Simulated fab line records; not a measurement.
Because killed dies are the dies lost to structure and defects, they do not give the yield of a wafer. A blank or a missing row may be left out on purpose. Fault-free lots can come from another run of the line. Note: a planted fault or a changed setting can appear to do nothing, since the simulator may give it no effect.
fab line records | flow sky130
record lots=13 wafers=38 lastDay=51
route steps=708 shown SPACER@305 SD_N@350 LI_CONTACT@370 PAD_OPEN@708
lots untouched by any fault: they come from a run of this same line in which no faults occurred
startH: the number of hours between the record's first day and the start of the first shown wafer of the lot | waitH: time in hours since the lot's previous step | " as in the row above | L1.1+2: one row covering several wafers at once | - either no value or no given start | * or withheld: withheld | < > ~ a bound
route shown NAME@n: a module of which the file shows steps, and the number in the route of the first | usual: mean/standard deviation of fault-free wafers | same: alike in all rows | chamber/n: place in a boat | sites: per-site readings | _std_site: standard deviation across them | _edge_site: mean of outer sites minus mean of inner sites | radiusMm: how far each site lies from the wafer's centre | mask NAME#n: copy n | behind: the last tool/chamber to shape the wafer | hold: why the lot went on hold/how many hours it stayed there/how the hold came to an end | device: the n, p or np transistor that did not switch | end of line: the tests these same wafers got at the end of their route | a step with no rows: only its recipe | killed: count of dies lost to structure and defects at first sort (not the wafer's yield) | map: per-die view of a wafer (x killed, . not killed, _ where there is no die)
set.NAME: the setting as run; set.NAME@STEP: as run at that earlier step | model.NAME: the simulator's own value behind a step, which no gauge read
a sample of lots followed through the steps of the route, with each step as a table and each wafer as a row
services: the hour from which a tool's chamber was out of use, counted from the record's first day as startH (under 0 if before that day), plus the number of hours and why
## steps
# step SKY_SPACER_THK_MEAS_01
# recipe reads=Si3N4_of_SPACER_CVD_00
# usual SPACER_CVD_00_THK=43.1/0.46
# columns lot.wafer tool chamber startH waitH SPACER_CVD_00_THK[nm]
L310.3 filmMetro-04 - 528.12 0.1 43.5
L310.4 " - " " 43.2
L310.6 " - " " 43.2
L311.1 filmMetro-04 - 532.69 0.0 44.1
L311.4 " - " " 44.0
L311.5 " - " " 44.2
L312.1 filmMetro-04 - 540.75 0.0 43.5
L312.3 " - " " 43.6
L312.5 " - " " 43.4
L318.2 filmMetro-02 - 597.76 0.0 42.8
L318.3 " - " " 42.9
L318.4 " - " " 42.9
L320.3 filmMetro-03 - 611.53 0.0 42.6
L320.5 " - " " 43.0
L321.1 filmMetro-03 - 623.15 0.0 42.3
L321.3 " - " " 42.6
L321.6 " - " " 42.5
L324.2 filmMetro-04 - 642.00 0.0 43.6
L324.3 " - " " 43.2
L324.6 " - " " 43.4
L326.1 filmMetro-04 - 656.62 0.0 43.1
L326.2 " - " " 42.5
L326.4 " - " " 43.0
L327.3 filmMetro-02 - 668.62 0.0 42.6
L327.4 " - " " 43.0
L327.6 " - " " 42.4
L329.1 filmMetro-03 - 685.64 0.0 43.1
L329.3 " - " " 42.6
L329.4 " - " " 43.0
L331.2 filmMetro-02 - 706.34 0.0 43.2
L331.4 " - " " 43.1
L331.5 " - " " 43.5
L332.2 filmMetro-04 - 709.95 0.0 43.1
L332.4 " - " " 43.2
L332.5 " - " " 43.5
L333.1 filmMetro-04 - 746.45 0.0 42.6
L333.3 " - " " 43.0
L333.6 " - " " 42.9
# step SKY_SD_N_OVL_MEAS_08
# usual SD_N_OVL=-0.5/1.6
# columns lot.wafer tool chamber startH waitH SD_N_OVL[nm]
L310.3 overlay-01 - 645.03 0.1 -0.8
L310.4 " - " " -1.0
L310.6 " - " " 0.9
L311.1 overlay-02 - 650.55 0.1 0.5
L311.4 " - " " 0.1
L311.5 " - " " 0.4
L312.1 overlay-02 - 657.12 0.1 1.6
L312.3 " - " " 2.3
L312.5 " - " " 0.4
L318.2 overlay-02 - 712.56 0.1 -4.1
L318.3 " - " " -3.5
L318.4 " - " " -3.9
L320.3 overlay-02 - 725.58 0.1 1.3
L320.5 " - " " 0.3
L321.1 overlay-02 - 735.57 0.1 -1.7
L321.3 " - " " -0.3
L321.6 " - " " 0.2
L324.2 overlay-01 - 753.72 0.1 0.1
L324.3 " - " " -2.2
L324.6 " - " " 0.4
L326.1 overlay-01 - 766.02 0.1 -4.8
L326.2 " - " " -4.4
L326.4 " - " " -2.5
L327.3 overlay-01 - 778.27 0.1 -0.7
L327.4 " - " " -0.8
L327.6 " - " " -1.8
L329.1 overlay-01 - 793.65 0.1 -1.1
L329.3 " - " " -2.0
L329.4 " - " " -2.2
L331.2 overlay-01 - 813.83 0.1 1.2
L331.4 " - " " 2.6
L331.5 " - " " 1.4
L332.2 overlay-01 - 816.67 0.1 1.3
L332.4 " - " " -1.5
L332.5 " - " " 0.6
L333.1 overlay-02 - 852.61 0.1 1.3
L333.3 " - " " 1.8
L333.6 " - " " 1.6
# step SKY_LI_CONTACT_SOFTBAKE_08
# recipe tempC=100 timeS=90 resist=KrF-thick
# usual chillPlateTempC=23.02/0.11 resistLineTempC=23.01/0.1 runLengthS=119.22/0.28
# columns lot.wafer tool chamber startH waitH chillPlateTempC resistLineTempC runLengthS
L310.3 lithoTrack-01 0 660 - 22.94 23.05 119.00
L310.4 " 0 " " 22.94 23.17 118.98
L310.6 " 0 " " 23.04 23.06 118.91
L311.1 lithoTrack-01 0 666 - 22.84 23.09 119.12
L311.4 " 0 667 - 22.98 23.17 118.83
L311.5 " 0 " " 22.82 22.98 119.21
L312.1 lithoTrack-02 0 673 - 22.95 23.01 119.18
L312.3 " 0 " " 23.09 23.07 119.23
L312.5 " 0 " " 23.03 23.10 119.21
L318.2 lithoTrack-02 0 728 - 23.12 23.10 119.18
L318.3 " 0 " " 23.04 23.10 134.18
L318.4 " 0 " " 22.95 23.23 133.88
L320.3 lithoTrack-02 0 740 - 22.99 22.96 133.87
L320.5 " 0 " " 22.92 22.91 118.92
L321.1 lithoTrack-02 0 750 - 22.95 22.99 119.23
L321.3 " 0 " " 23.09 23.11 133.91
L321.6 " 0 " " 23.01 23.03 118.99
L324.2 lithoTrack-04 0 768 - 23.15 23.05 119.70
L324.3 " 0 " " 23.24 23.27 119.61
L324.6 " 0 " " 23.12 23.05 119.48
L326.1 lithoTrack-04 0 781 - 23.15 23.09 119.54
L326.2 " 0 " " 23.12 23.14 119.56
L326.4 " 0 782 - 23.01 23.00 119.68
L327.3 lithoTrack-01 0 792 - 23.04 22.94 118.84
L327.4 " 0 " " 22.91 22.88 118.84
L327.6 " 0 " " 22.93 22.91 118.87
L329.1 lithoTrack-04 0 809 - 22.84 22.97 119.64
L329.3 " 0 " " 22.88 23.17 119.57
L329.4 " 0 " " 22.80 23.15 119.85
L331.2 lithoTrack-02 0 828 - 23.07 22.97 118.93
L331.4 " 0 " " 22.95 22.99 119.04
L331.5 " 0 " " 23.04 22.91 119.03
L332.2 lithoTrack-02 0 830 - 23.03 22.97 119.17
L332.4 " 0 831 - 23.17 23.11 119.00
L332.5 " 0 " " 23.12 23.13 119.03
L333.1 lithoTrack-04 0 867 - 22.91 23.12 119.67
L333.3 " 0 " " 22.81 23.11 119.81
L333.6 " 0 " " 22.94 23.08 119.54
# step SKY_LI_CONTACT_ETCH_14
# recipe chemistry=N2/H2 target=BARC ionEnergyEv=200 sourceW=500 biasW=100 pressureMtorr=30 n2FlowSccm=100 h2FlowSccm=200 stopOn=SiO2 timeS=45.9 targetDepthA=600
# usual drypumpMotorCurrentA=5.9/0.41 oesProductAu=0.855/0.0047 rfFwdPowerW=494.9/2.3 throttleValvePct=13.224/0.0089
# columns lot.wafer tool chamber startH waitH drypumpMotorCurrentA oesProductAu rfFwdPowerW rfHoursCounterH throttleValvePct
L310.3 rieDiel-01 1 675.79 0.0 5.9 0.861 495.9 9 13.222
L310.4 " 3 " " 5.9 0.857 492.1 35 13.224
L310.6 " 3 " " 5.9 0.853 495.8 - 13.232
L311.1 rieDiel-01 2 680.84 0.0 5.9 0.859 495.9 16 13.226
L311.4 " 0 " " 5.6 0.851 490.6 8 13.222
L311.5 " 3 " " 5.9 0.854 493.6 - 13.230
L312.1 rieDiel-02 3 687.21 0.0 6.4 0.857 495.3 41 13.223
L312.3 " 0 " " 6.1 0.870 494.4 0 13.212
L312.5 " 2 " " 5.4 0.857 491.6 - 13.237
L318.2 rieDiel-02 1 742.39 0.0 6.2 0.858 491.3 1 13.212
L318.3 " 0 " " 6.1 0.851 494.3 1 13.229
L318.4 " 1 " " 6.2 0.851 491.0 - 13.230
L320.3 rieDiel-03 0 755.07 0.0 6.3 0.861 496.1 16 13.227
L320.5 " 3 " " 6.3 0.855 498.2 - 13.226
L321.1 rieDiel-03 0 764.96 0.0 6.4 0.857 496.5 16 13.228
L321.3 " 1 " " 5.1 0.853 496.4 8 13.221
L321.6 " 0 " " 6.4 0.855 494.1 - 13.224
L324.2 rieDiel-01 0 782.64 0.0 5.6 0.852 492.5 10 13.226
L324.3 " 1 " " 5.9 0.857 495.8 13 13.229
L324.6 " 1 " " 5.9 0.854 495.6 - 13.214
L326.1 rieDiel-02 1 794.71 0.0 6.2 0.853 494.4 3 13.237
L326.2 " 3 " " 6.4 0.856 493.1 0 13.219
L326.4 " 1 " " 6.2 0.851 495.1 - 13.223
L327.3 rieDiel-02 3 805.29 0.0 6.4 0.861 497.6 1 13.221
L327.4 " 1 " " 6.2 0.856 491.8 3 13.239
L327.6 " 2 " " 5.4 0.853 493.8 - 13.229
L329.1 rieDiel-01 2 822.34 0.0 5.9 0.852 498.4 20 13.208
L329.3 " 1 " " 6.0 0.863 495.3 14 13.224
L329.4 " 0 " " 5.6 0.848 492.7 11 13.236
L331.2 rieDiel-02 3 841.79 0.0 6.4 0.857 492.9 2 13.232
L331.4 " 2 " " 5.4 0.854 488.2 2 13.200
L331.5 " 1 " " 6.3 0.850 492.9 - 13.239
L332.2 rieDiel-02 3 843.74 0.0 6.4 0.852 494.5 2 13.229
L332.4 " 1 " " 6.2 0.858 490.8 4 13.226
L332.5 " 2 " " 5.4 0.862 493.7 - 13.225
L333.1 rieDiel-01 3 880.39 0.0 5.9 0.863 492.3 2 13.207
L333.3 " 1 " " 5.9 0.857 495.6 16 13.218
L333.6 " 0 " " 5.6 0.854 493.8 - 13.227
# step SKY_PAD_OPEN_PROBE_99
# usual killed_at_M0_to_M3=43/6.5 killed_at_M4_up=3.1/1.8 killedAtContacts=24/5.6 killedAtFrontEnd=15/4.2 killedAtOther=0.3/0.5 killedDies=86/8.9 killedOpen=47/6.9 killedShort=39/5.9
# same grossDies=492 killedAtBackSide=0
# columns lot.wafer tool chamber startH waitH killed_at_M0_to_M3 killed_at_M4_up killedAtContacts killedAtFrontEnd killedAtOther killedDies killedOpen killedShort
L310.3 prober-01 - 1073.62 0.2 45 3 17 17 0 82 46 36
L310.4 prober-01 - 1073.67 0.2 50 4 23 14 0 91 40 51
L310.6 prober-01 - 1073.77 0.2 50 2 29 15 0 96 52 44
L311.1 prober-02 - 1076.89 0.1 39 5 22 16 0 82 45 37
L311.4 prober-02 - 1077.04 0.2 29 3 17 15 0 64 34 30
L311.5 prober-02 - 1077.09 0.2 49 4 19 18 1 91 54 37
L312.1 prober-01 - 1082.85 0.1 52 2 22 10 0 86 48 38
L312.3 prober-01 - 1082.95 0.2 42 3 26 15 0 86 46 39
L312.5 prober-01 - 1083.05 0.2 49 4 10 15 1 79 32 46
L318.2 prober-02 - 1124.46 0.1 41 7 16 16 1 81 45 36
L318.3 prober-02 - 1124.51 0.2 32 3 22 13 0 70 39 31
L318.4 prober-02 - 1124.56 0.2 37 4 15 10 1 67 40 27
L320.3 prober-02 - 1129.49 0.2 42 5 40 14 0 101 62 39
L320.5 prober-02 - 1129.59 0.2 53 1 25 10 2 91 50 41
L321.1 prober-01 - 1136.60 0.1 36 7 24 17 0 84 48 36
L321.3 prober-01 - 1136.70 0.2 46 7 17 22 0 92 51 41
L321.6 prober-01 - 1136.85 0.2 53 4 31 16 0 104 49 55
L324.2 prober-02 - 1151.67 0.1 42 3 22 14 0 81 52 29
L324.3 prober-02 - 1151.72 0.2 39 4 28 10 0 81 46 35
L324.6 prober-02 - 1151.87 0.2 40 4 31 13 0 88 40 48
L326.1 prober-02 - 1157.97 0.1 45 2 21 17 0 85 44 41
L326.2 prober-02 - 1158.02 0.1 45 2 21 21 1 90 49 41
L326.4 prober-02 - 1158.12 0.2 34 2 27 19 0 82 45 37
L327.3 prober-01 - 1167.41 0.2 37 2 30 14 0 83 48 35
L327.4 prober-01 - 1167.46 0.2 45 6 21 21 0 93 50 43
L327.6 prober-01 - 1167.56 0.2 48 5 32 11 0 96 53 43
L329.1 prober-01 - 1176.53 0.1 46 4 27 11 0 88 43 45
L329.3 prober-01 - 1176.63 0.2 50 7 27 13 1 98 50 48
L329.4 prober-01 - 1176.68 0.2 40 1 25 14 0 80 46 34
L331.2 prober-01 - 1189.46 0.1 39 0 20 13 0 72 40 32
L331.4 prober-01 - 1189.56 0.2 32 1 23 13 0 69 34 35
L331.5 prober-01 - 1189.61 0.2 36 1 29 7 1 74 45 29
L332.2 prober-02 - 1190.46 0.1 57 3 30 9 1 100 57 43
L332.4 prober-02 - 1190.56 0.2 40 1 26 14 0 81 50 31
L332.5 prober-02 - 1190.61 0.2 43 1 25 16 0 85 49 36
L333.1 prober-02 - 1212.03 0.1 47 0 37 21 0 105 50 55
L333.3 prober-02 - 1212.13 0.2 34 7 40 10 0 91 42 49
L333.6 prober-02 - 1212.28 0.2 56 4 28 13 0 101 59 42
# killed by level:class
L310.3 VIA1:geometricParticle:open=12 METAL1:geometricParticle:short=10 FIELD_ISO:geometricParticle:open=7 CONTACT:geometricParticle:open=7 POLY_GATE:geometricParticle:open=5 METAL2:geometricParticle:short=5 VIA2:geometricParticle:open=5 CONTACT:geometricParticle:short=4
L310.4 METAL1:geometricParticle:short=14 VIA1:geometricParticle:open=8 LI_CONTACT:geometricParticle:open=7 VIA3:geometricParticle:open=7 CONTACT:geometricParticle:open=6 FIELD_ISO:geometricParticle:short=5 CONTACT:geometricParticle:short=5 METAL2:geometricParticle:short=5
L310.6 METAL2:geometricParticle:short=10 VIA3:geometricParticle:open=9 LI_CONTACT:geometricParticle:open=8 VIA2:geometricParticle:open=7 CONTACT:geometricParticle:open=7 VIA1:geometricParticle:open=7 CONTACT:geometricParticle:short=6 LOCAL_INTERCONNECT:geometricParticle:short=6
L311.1 VIA1:geometricParticle:open=11 CONTACT:geometricParticle:open=10 CONTACT:geometricParticle:short=6 VIA3:geometricParticle:open=5 FIELD_ISO:geometricParticle:open=4 FIELD_ISO:geometricParticle:short=4 METAL2:geometricParticle:short=4 VIA2:geometricParticle:short=4
L311.4 LI_CONTACT:geometricParticle:open=9 FIELD_ISO:geometricParticle:short=6 VIA1:geometricParticle:open=6 CONTACT:geometricParticle:open=4 VIA2:geometricParticle:open=4 METAL2:geometricParticle:short=4 POLY_GATE:geometricParticle:open=3 SPACER:geometricParticle:short=3
L311.5 VIA3:geometricParticle:open=10 VIA1:geometricParticle:open=9 METAL2:geometricParticle:short=7 VIA2:geometricParticle:open=7 CONTACT:geometricParticle:open=6 POLY_GATE:geometricParticle:open=5 FIELD_ISO:geometricParticle:short=4 LI_CONTACT:geometricParticle:open=4
L312.1 VIA1:geometricParticle:open=15 VIA3:geometricParticle:open=8 VIA1:geometricParticle:short=7 LI_CONTACT:geometricParticle:open=7 VIA2:geometricParticle:open=7 CONTACT:geometricParticle:short=5 CONTACT:geometricParticle:open=5 METAL2:geometricParticle:short=5
L312.3 VIA1:geometricParticle:open=12 LI_CONTACT:geometricParticle:open=9 CONTACT:geometricParticle:open=8 METAL1:geometricParticle:short=7 FIELD_ISO:geometricParticle:open=5 CONTACT:geometricParticle:short=5 VIA1:geometricParticle:short=5 METAL2:geometricParticle:short=5
L312.5 VIA1:geometricParticle:open=11 METAL2:geometricParticle:short=9 VIA3:geometricParticle:open=7 METAL1:geometricParticle:short=6 POLY_GATE:geometricParticle:short=5 CONTACT:geometricParticle:short=5 VIA1:geometricParticle:short=5 VIA2:geometricParticle:open=5
L318.2 VIA1:geometricParticle:open=8 LI_CONTACT:geometricParticle:open=8 METAL1:geometricParticle:short=8 FIELD_ISO:geometricParticle:short=5 POLY_GATE:geometricParticle:open=5 VIA3:geometricParticle:open=5 METAL4:geometricParticle:short=5 CONTACT:geometricParticle:open=4
L318.3 VIA3:geometricParticle:open=8 LI_CONTACT:geometricParticle:open=7 VIA1:geometricParticle:open=7 CONTACT:geometricParticle:short=5 METAL2:geometricParticle:short=5 CONTACT:geometricParticle:open=4 LOCAL_INTERCONNECT:geometricParticle:short=4 FIELD_ISO:geometricParticle:short=3
L318.4 VIA1:geometricParticle:open=7 FIELD_ISO:geometricParticle:open=5 LI_CONTACT:geometricParticle:open=5 CONTACT:geometricParticle:open=5 VIA1:geometricParticle:short=5 VIA3:geometricParticle:open=5 METAL3:geometricParticle:short=5 LI_CONTACT:geometricParticle:short=3
L320.3 CONTACT:geometricParticle:open=24 VIA1:geometricParticle:open=11 METAL1:geometricParticle:short=10 VIA3:geometricParticle:open=7 POLY_GATE:geometricParticle:open=5 LI_CONTACT:geometricParticle:short=5 LI_CONTACT:geometricParticle:open=4 CONTACT:geometricParticle:short=4
L320.5 VIA1:geometricParticle:open=14 METAL2:geometricParticle:short=10 CONTACT:geometricParticle:open=9 VIA3:geometricParticle:open=6 VIA2:geometricParticle:open=6 FIELD_ISO:geometricParticle:short=4 LI_CONTACT:geometricParticle:open=4 LI_CONTACT:geometricParticle:short=4
L321.1 VIA1:geometricParticle:open=11 CONTACT:geometricParticle:open=10 CONTACT:geometricParticle:short=7 VIA2:geometricParticle:open=6 METAL4:geometricParticle:short=6 FIELD_ISO:geometricParticle:open=4 FIELD_ISO:geometricParticle:short=4 SPACER:geometricParticle:open=4
L321.3 VIA1:geometricParticle:open=10 VIA3:geometricParticle:open=9 VIA2:geometricParticle:open=7 VIA1:geometricParticle:short=6 METAL1:geometricParticle:short=6 LI_CONTACT:geometricParticle:open=5 FIELD_ISO:geometricParticle:open=4 POLY_GATE:geometricParticle:open=4
L321.6 VIA1:geometricParticle:open=13 CONTACT:geometricParticle:open=11 METAL1:geometricParticle:short=8 LOCAL_INTERCONNECT:geometricParticle:short=7 METAL2:geometricParticle:short=7 FIELD_ISO:geometricParticle:open=6 LI_CONTACT:geometricParticle:open=6 CONTACT:geometricParticle:short=6
L324.2 VIA1:geometricParticle:open=12 LI_CONTACT:geometricParticle:open=7 CONTACT:geometricParticle:open=7 VIA3:geometricParticle:open=7 METAL1:geometricParticle:short=5 VIA2:geometricParticle:open=4 POLY_GATE:geometricParticle:open=3 LOCAL_INTERCONNECT:geometricParticle:short=3
L324.3 VIA1:geometricParticle:open=13 CONTACT:geometricParticle:open=8 LI_CONTACT:geometricParticle:open=6 METAL2:geometricParticle:short=6 LI_CONTACT:geometricParticle:short=5 LOCAL_INTERCONNECT:geometricParticle:short=5 VIA2:geometricParticle:open=4 FIELD_ISO:geometricParticle:open=3
L324.6 VIA1:geometricParticle:open=13 CONTACT:geometricParticle:open=9 LI_CONTACT:geometricParticle:open=8 CONTACT:geometricParticle:short=7 LI_CONTACT:geometricParticle:short=6 METAL1:geometricParticle:short=5 POLY_GATE:geometricParticle:short=4 METAL3:geometricParticle:short=4
L326.1 CONTACT:geometricParticle:open=8 VIA1:geometricParticle:open=7 VIA2:geometricParticle:open=6 METAL2:geometricParticle:short=6 FIELD_ISO:geometricParticle:open=5 VIA1:geometricParticle:short=5 METAL1:geometricParticle:short=5 VIA3:geometricParticle:open=5
L326.2 CONTACT:geometricParticle:open=13 VIA3:geometricParticle:open=12 FIELD_ISO:geometricParticle:short=8 VIA1:geometricParticle:open=8 POLY_GATE:geometricParticle:short=5 METAL2:geometricParticle:short=5 VIA1:geometricParticle:short=4 FIELD_ISO:geometricParticle:open=3
L326.4 LI_CONTACT:geometricParticle:open=8 POLY_GATE:geometricParticle:open=7 CONTACT:geometricParticle:open=7 VIA1:geometricParticle:open=7 CONTACT:geometricParticle:short=6 FIELD_ISO:geometricParticle:short=4 VIA2:geometricParticle:short=4 METAL1:geometricParticle:short=4
L327.3 LI_CONTACT:geometricParticle:open=12 VIA1:geometricParticle:open=8 LOCAL_INTERCONNECT:geometricParticle:short=7 VIA2:geometricParticle:open=6 CONTACT:geometricParticle:open=5 FIELD_ISO:geometricParticle:short=4 METAL1:geometricParticle:short=4 VIA3:geometricParticle:open=4
L327.4 VIA1:geometricParticle:open=16 VIA2:geometricParticle:open=9 LI_CONTACT:geometricParticle:open=8 FIELD_ISO:geometricParticle:short=7 POLY_GATE:geometricParticle:short=6 METAL1:geometricParticle:short=5 CONTACT:geometricParticle:short=4 VIA1:geometricParticle:short=3
L327.6 LI_CONTACT:geometricParticle:open=11 VIA1:geometricParticle:open=11 CONTACT:geometricParticle:open=10 VIA1:geometricParticle:short=8 METAL2:geometricParticle:short=6 VIA2:geometricParticle:open=6 FIELD_ISO:geometricParticle:open=4 LOCAL_INTERCONNECT:geometricParticle:short=4
L329.1 CONTACT:geometricParticle:open=11 VIA1:geometricParticle:open=11 CONTACT:geometricParticle:short=7 METAL2:geometricParticle:short=7 VIA1:geometricParticle:short=6 LI_CONTACT:geometricParticle:open=6 POLY_GATE:geometricParticle:short=5 METAL1:geometricParticle:short=4
L329.3 VIA2:geometricParticle:open=11 CONTACT:geometricParticle:open=9 VIA1:geometricParticle:open=9 METAL1:geometricParticle:short=8 LI_CONTACT:geometricParticle:open=7 METAL4:geometricParticle:short=6 METAL2:geometricParticle:short=6 POLY_GATE:geometricParticle:open=5
L329.4 CONTACT:geometricParticle:open=11 VIA1:geometricParticle:open=10 LI_CONTACT:geometricParticle:open=6 VIA2:geometricParticle:open=5 VIA1:geometricParticle:short=5 VIA2:geometricParticle:short=4 METAL1:geometricParticle:short=4 METAL2:geometricParticle:short=4
L331.2 VIA1:geometricParticle:open=15 VIA3:geometricParticle:open=7 LI_CONTACT:geometricParticle:short=6 VIA1:geometricParticle:short=6 POLY_GATE:geometricParticle:short=5 CONTACT:geometricParticle:open=4 POLY_GATE:geometricParticle:open=3 LI_CONTACT:geometricParticle:open=3
L331.4 FIELD_ISO:geometricParticle:short=6 LI_CONTACT:geometricParticle:open=6 LOCAL_INTERCONNECT:geometricParticle:short=6 CONTACT:geometricParticle:open=6 VIA1:geometricParticle:open=6 VIA1:geometricParticle:short=5 CONTACT:geometricParticle:short=4 METAL2:geometricParticle:short=4
L331.5 CONTACT:geometricParticle:open=13 LI_CONTACT:geometricParticle:open=11 VIA3:geometricParticle:open=7 VIA2:geometricParticle:short=6 VIA2:geometricParticle:open=5 METAL3:geometricParticle:short=5 METAL1:geometricParticle:short=4 LOCAL_INTERCONNECT:geometricParticle:short=3
L332.2 VIA1:geometricParticle:open=15 CONTACT:geometricParticle:open=9 LI_CONTACT:geometricParticle:open=7 VIA1:geometricParticle:short=7 METAL2:geometricParticle:short=6 VIA2:geometricParticle:open=6 VIA3:geometricParticle:open=6 VIA3:geometricParticle:short=6
L332.4 CONTACT:geometricParticle:open=9 VIA1:geometricParticle:open=9 VIA3:geometricParticle:open=8 FIELD_ISO:geometricParticle:open=6 LI_CONTACT:geometricParticle:open=5 METAL2:geometricParticle:short=5 CONTACT:geometricParticle:short=5 METAL1:geometricParticle:short=4
L332.5 VIA1:geometricParticle:open=10 CONTACT:geometricParticle:open=9 LI_CONTACT:geometricParticle:open=8 VIA3:geometricParticle:open=8 VIA2:geometricParticle:open=6 CONTACT:geometricParticle:short=5 VIA2:geometricParticle:short=5 METAL2:geometricParticle:short=4
L333.1 CONTACT:geometricParticle:open=14 CONTACT:geometricParticle:short=13 METAL1:geometricParticle:short=10 POLY_GATE:geometricParticle:short=7 VIA2:geometricParticle:open=7 METAL2:geometricParticle:short=5 FIELD_ISO:geometricParticle:open=4 LOCAL_INTERCONNECT:geometricParticle:open=4
L333.3 CONTACT:geometricParticle:open=12 CONTACT:geometricParticle:short=12 LI_CONTACT:geometricParticle:open=9 VIA1:geometricParticle:open=7 METAL4:geometricParticle:short=6 METAL1:geometricParticle:short=5 METAL2:geometricParticle:short=5 LOCAL_INTERCONNECT:geometricParticle:short=4
L333.6 VIA1:geometricParticle:open=12 LI_CONTACT:geometricParticle:open=10 CONTACT:geometricParticle:open=10 VIA3:geometricParticle:open=9 VIA2:geometricParticle:open=9 METAL2:geometricParticle:short=6 POLY_GATE:geometricParticle:open=6 METAL3:geometricParticle:short=5
## services
# columns tool chamber startH hours kind
rieDiel-01 - 648.67 0.6 repair
rieDiel-02 0 651.18 - clean
rieDiel-02 0 651.18 20.8 scheduledDown
rieDiel-02 0 651.18 20.8 ventCycle
rieDiel-02 1 653.04 5.7 repair
rieDiel-02 1 671.95 - clean
rieDiel-02 1 671.95 18.1 scheduledDown
rieDiel-02 1 671.95 18.1 ventCycle
rieDiel-02 2 701.54 5.8 repair
rieDiel-02 2 707.37 - clean
rieDiel-02 2 707.37 37.8 scheduledDown
rieDiel-02 2 707.37 37.8 ventCycle
rieDiel-02 3 708.49 2.4 repair
rieDiel-01 0 731.64 6.9 repair
rieDiel-03 - 739.79 14.6 pm
rieDiel-02 3 752.77 - clean
rieDiel-02 3 752.77 28.4 scheduledDown
rieDiel-02 3 752.77 28.4 ventCycle
rieDiel-02 2 787.87 7.6 repair
rieDiel-03 1 788.88 2.7 repair
rieDiel-01 3 799.47 - clean
rieDiel-01 3 799.47 20.8 scheduledDown
rieDiel-01 3 799.47 20.8 ventCycle
rieDiel-02 0 811.91 2.8 repair
## key
firstSign step=SKY_LI_CONTACT_SOFTBAKE_08 reading=runLengthS direction=up sigmas=52 usual=* struck=*
effect none on later readings
metAt SKY_LI_CONTACT_SOFTBAKE_08
struckLots L318,L320,L321
struckWafers L318.3,L318.4,L320.3,L321.3
testerLeftOut L318,L320,L321
notActingAt SKY_SPACER_THK_MEAS_01,SKY_SD_N_OVL_MEAS_08,SKY_LI_CONTACT_ETCH_14
onsetBetween 673 728
fault kind=processParameterDrift tool=lithoTrack-02 chamber=- onsetH=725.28 steps=SKY_LI_CONTACT_SOFTBAKE_08 channel=timeS offset=* shape=step endH=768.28 scope=struckWafersOnly actsIn=* stated=*
# testerLeftOut: of these lots the tester's yield and bins aren't shown, on N5 and GAA mostly nor the transistor test; their killed dies are dies lost to structure and defects alone, not to doping, threshold or leakage, so they don't give the yield
